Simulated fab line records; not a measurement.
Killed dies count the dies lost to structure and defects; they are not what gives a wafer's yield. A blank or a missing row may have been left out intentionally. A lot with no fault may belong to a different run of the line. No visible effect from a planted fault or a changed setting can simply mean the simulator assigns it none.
Which tool was responsible?    flow sky130    36 wafers sampled from 12 lots at 1 step of a route of 708

== WHAT THE GAUGES SHOWED, per wafer ==
SKY_VIA1_RS_MEAS_22: measures by four-point-probe. Usual: VIA1_W_RS 0.428 ohm/sq, standard deviation 0.0053.
lot   measured      on             VIA1_W_RS (ohm/sq)  flag
L641  day 34 13:20  film_metro-02  0.426 0.425 0.427   
L642  day 34 19:25  film_metro-02  0.434 0.427 0.430   
L644  day 35 01:32  film_metro-03  0.420 0.417 0.428   
L648  day 36 13:37  film_metro-03  0.431 0.426 0.425   
L650  day 37 10:49  film_metro-01  0.435 0.436 0.427   
L651  day 37 17:43  film_metro-01  0.426 0.432 0.422   
L652  day 37 18:19  film_metro-01  0.426 0.437 0.431   
L653  day 38 08:29  film_metro-01  0.423 0.426 0.426   
L654  day 38 10:28  film_metro-03  0.434 0.440 0.436   
L655  day 39 02:22  film_metro-02  0.420 0.429 0.426   
L661  day 40 09:25  film_metro-01  0.426 0.429 0.424   
L662  day 41 00:32  film_metro-01  0.443 0.439 0.443   

== WHAT TOOL EACH LOT RAN ON (gives the tool, then ch and the chambers of the sampled wafers, and finally the start) ==
The record holds no process step before these readings.

== AS READ BY THE TOOLS THEMSELVES (means over the sampled wafers that have a number; for cases with no such wafer, the mark the record gives instead) ==
The record holds no such reading with a usual standard deviation.

== THE ANSWER, worked out from the rows above alone ==
Rule: a lot counts as off when the mean over its wafers that have a number is more than 3 standard deviations away from the usual mean. Also off: a lot with no number at a reading for which 4 or more lots have one. All remaining lots with rows at the step are treated as sound. First the gauges in route order, then the tools' own readings, where a lot's mean is used as printed above. At the first step where some lot is off, the reading lying furthest off is the one used; lots without a number count as furthest.
Nothing can be told from this: no lot is off at any reading shown.

== WHAT WAS PUT IN BY THE SIMULATOR ==
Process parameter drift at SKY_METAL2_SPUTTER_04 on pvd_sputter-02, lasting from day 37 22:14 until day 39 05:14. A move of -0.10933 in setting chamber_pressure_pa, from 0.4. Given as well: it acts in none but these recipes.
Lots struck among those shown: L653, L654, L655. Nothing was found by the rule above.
